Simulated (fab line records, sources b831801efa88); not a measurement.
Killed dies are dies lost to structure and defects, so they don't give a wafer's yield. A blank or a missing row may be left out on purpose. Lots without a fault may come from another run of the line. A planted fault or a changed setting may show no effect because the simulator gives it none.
Chamber matching | flow sky130 | SKY_FIELD_ISO_ETCH_17 on rie_si-01: 4 sister chambers
The step etches Si in HBr/Cl2/O2, target depth 342 nm, time 97.7 s. 30 wafers are shown with their chamber, then 12 later ones without.

WAFERS WITH THEIR CHAMBER
wafer  | chamber | oes_product_au (a.u.) | throttle_valve_pct (%)
L074.2 | 3       | 0.974                 | 25.681
L074.3 | 0       | 1.037                 | 25.651
L074.4 | 1       | 1.011                 | 25.669
L075.2 | 0       | 1.034                 | 25.636
L075.4 | 3       | 0.983                 | 25.676
L075.5 | 1       | 1.023                 | 25.638
L079.3 | 2       | 1.006                 | 25.658
L079.5 | 2       | 1.022                 | 25.640
L079.6 | 1       | 0.996                 | 25.644
L080.1 | 3       | 0.963                 | 25.660
L080.2 | 2       | 1.016                 | 25.656
L080.4 | 1       | 0.996                 | 25.657
L083.1 | 2       | 1.006                 | 25.641
L083.3 | 3       | 0.959                 | 25.687
L083.4 | 1       | 0.995                 | 25.640
L084.1 | 1       | 1.002                 | 25.668
L084.2 | 2       | 1.002                 | 25.656
L084.6 | 1       | 1.001                 | 25.654
L086.1 | 2       | 1.003                 | 25.663
L086.4 | 0       | 1.023                 | 25.651
L086.6 | 3       | 0.960                 | 25.671
L087.1 | 3       | 0.958                 | 25.674
L087.5 | 3       | 0.958                 | 25.674
L087.6 | 2       | 1.018                 | 25.636
L089.1 | 2       | 1.015                 | 25.662
L089.2 | 3       | 0.970                 | 25.675
L089.6 | 3       | 0.968                 | 25.686
L090.3 | 2       | 1.002                 | 25.651
L090.5 | 3       | 0.968                 | 25.668
L090.6 | 0       | 1.034                 | 25.629

SIGNATURES (means of the wafers above)
reading            | chamber 0 | chamber 1 | chamber 2 | chamber 3 | scatter within a chamber
oes_product_au     | 1.03200   | 1.00343   | 1.01000   | 0.96610   | 0.00837
throttle_valve_pct | 25.64175  | 25.65286  | 25.65144  | 25.67520  | 0.0103
Rule: a wafer's distance from a chamber is the root of the sum, over the readings, of the square of ((its reading less the chamber's mean) divided by the reading's scatter). The wafer belongs to the nearest chamber; if the next one is less than 2 further off, it can't be placed. The scatter: the root of (the sum of the squares of (reading less its chamber's mean) over the shown wafers, divided by (wafers less chambers)).

WAFERS WITHOUT THEIR CHAMBER
wafer  | oes_product_au (a.u.) | throttle_valve_pct (%)
L091.2 | 1.019                 | 25.628
L091.3 | 1.003                 | 25.653
L091.5 | 1.011                 | 25.653
L093.4 | 0.998                 | 25.659
L093.5 | 0.963                 | 25.688
L093.6 | 0.999                 | 25.666
L095.1 | 1.010                 | 25.644
L095.4 | 1.031                 | 25.627
L095.6 | 1.012                 | 25.654
L097.1 | 1.006                 | 25.639
L097.2 | 0.964                 | 25.684
L097.3 | 1.006                 | 25.650

WHICH CHAMBER EACH WENT THROUGH
wafer  | from the rows above          | in truth
L091.2 | can't be placed: 0 or 2 or 1 | 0
L091.3 | can't be placed: 1 or 2      | 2
L091.5 | can't be placed: 2 or 1      | 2
L093.4 | can't be placed: 1 or 2      | 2
L093.5 | 3                            | 3
L093.6 | can't be placed: 1 or 2      | 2
L095.1 | can't be placed: 2 or 1 or 0 | 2
L095.4 | 0                            | 0
L095.6 | can't be placed: 2 or 1      | 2
L097.1 | can't be placed: 2 or 1 or 0 | 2
L097.2 | 3                            | 3
L097.3 | can't be placed: 1 or 2      | 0
Placed correctly: 3 of 12. Can't be placed from these rows: 9 (the true chamber is among the candidates in 8). Placed wrongly: 0.
